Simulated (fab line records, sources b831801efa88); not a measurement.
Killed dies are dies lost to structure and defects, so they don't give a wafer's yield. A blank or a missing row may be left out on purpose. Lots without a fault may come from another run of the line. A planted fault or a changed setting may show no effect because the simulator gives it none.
A struck lot beside a sound one | flow sky130 | 18 steps out of a route of 708
Sound: wafers L864.1, L864.3, L864.6. Struck: wafer L872.6. (L872.1, L872.5 of the same lot were not struck and are left out.) The cause comes at the end.
At each step with rows: each side's tool, then ch and its chambers, then its first start. Under that, the readings that differ: sound wafers | struck wafers | difference of the means | sigmas: that difference in standard deviations of wafers without a fault.
alike: readings whose means differ by less than 2 such deviations, and words and numbers that are the same on both sides. not compared: withheld readings, readings that some wafer has no value for, bounds like >300 that may hide the same value, and numbers for which the record gives no deviation and whose values overlap.
The two part at a step that has a row with sigmas, a row that says differs or no value, or rows on one side only. Numbers that don't overlap but have no deviation are shown without sigmas and don't part them. A reading that every wafer of one side lacks parts them only if that side has two wafers or more.

first, 4 steps without rows for these wafers: SKY_VT_ADJUST_LVTN_SOFTBAKE_14 (time 60 s); SKY_VT_ADJUST_LVTN_EXPOSE_15 (exposes mask HVN STD DERIVED, target cd 600 nm); SKY_VT_ADJUST_LVTN_PEB_16; SKY_VT_ADJUST_LVTN_DEVELOP_17 (develop time 60 s).
SKY_VT_ADJUST_LVTN_OVL_MEAS_18:
  sound on overlay-01, day 9 11:34; struck on overlay-02, day 11 15:50
  alike: VT_ADJUST_LVTN_01_OVL
then, 1 step without rows for these wafers: SKY_VT_ADJUST_LVTN_IMPLANT_19.
SKY_VT_ADJUST_LVTN_STRIP_20: strips in O2/N2.
  sound on plasma_asher-03 ch 0,1, day 9 11:54; struck on plasma_asher-04 ch 0, day 11 16:02
  alike: drypump_motor_current_A, oes_product_au, strip_time_to_endpoint_s
  not compared: rf_hours_counter_h
SKY_VT_ADJUST_LVTN_TW_MEAS_21:
  sound on film_metro-02, day 9 12:00; struck on film_metro-01, day 11 16:08
  alike: VT_ADJUST_LVTN_2_TW
then, 4 steps without rows for these wafers: SKY_VT_ADJUST_NCORE_DEHYDRATE_00 (time 60 s); SKY_VT_ADJUST_NCORE_HMDS_01 (prime time 60 s); SKY_VT_ADJUST_NCORE_COAT_02 (resist thk 1140 nm); SKY_VT_ADJUST_NCORE_SOFTBAKE_03 (time 60 s).
SKY_VT_ADJUST_NCORE_EXPOSE_04: exposes mask LVTN COMPLEMENT THIN, target cd 380 nm.
  sound on iline_stepper-02 ch 0, day 9 21:41; struck on iline_stepper-01 ch 0, day 12 02:42
  alike: mask
then, 2 steps without rows for these wafers: SKY_VT_ADJUST_NCORE_PEB_05; SKY_VT_ADJUST_NCORE_DEVELOP_06 (develop time 60 s).
SKY_VT_ADJUST_NCORE_CD_MEAS_07: target cd 380 nm.
  sound on cd_sem-01, day 10 09:48; struck on cd_sem-02, day 12 15:06
  reading    | sound             | struck | difference | sigmas
  cd_nm (nm) | 379.1 378.8 380.8 | 367.8  | -11.8      | -5
SKY_VT_ADJUST_NCORE_OVL_MEAS_08:
  sound on overlay-02, day 10 09:55; struck on overlay-01, day 12 15:13
  alike: VT_ADJUST_NCORE_OVL
SKY_PAD_OPEN_PROBE_99:
  the record has rows for the sound wafers here (prober-02, day 47 18:32) and none for the struck ones

WHERE THEY PART
First at SKY_VT_ADJUST_NCORE_CD_MEAS_07; last, within this record, at SKY_PAD_OPEN_PROBE_99.

WHY: what the simulator had put in
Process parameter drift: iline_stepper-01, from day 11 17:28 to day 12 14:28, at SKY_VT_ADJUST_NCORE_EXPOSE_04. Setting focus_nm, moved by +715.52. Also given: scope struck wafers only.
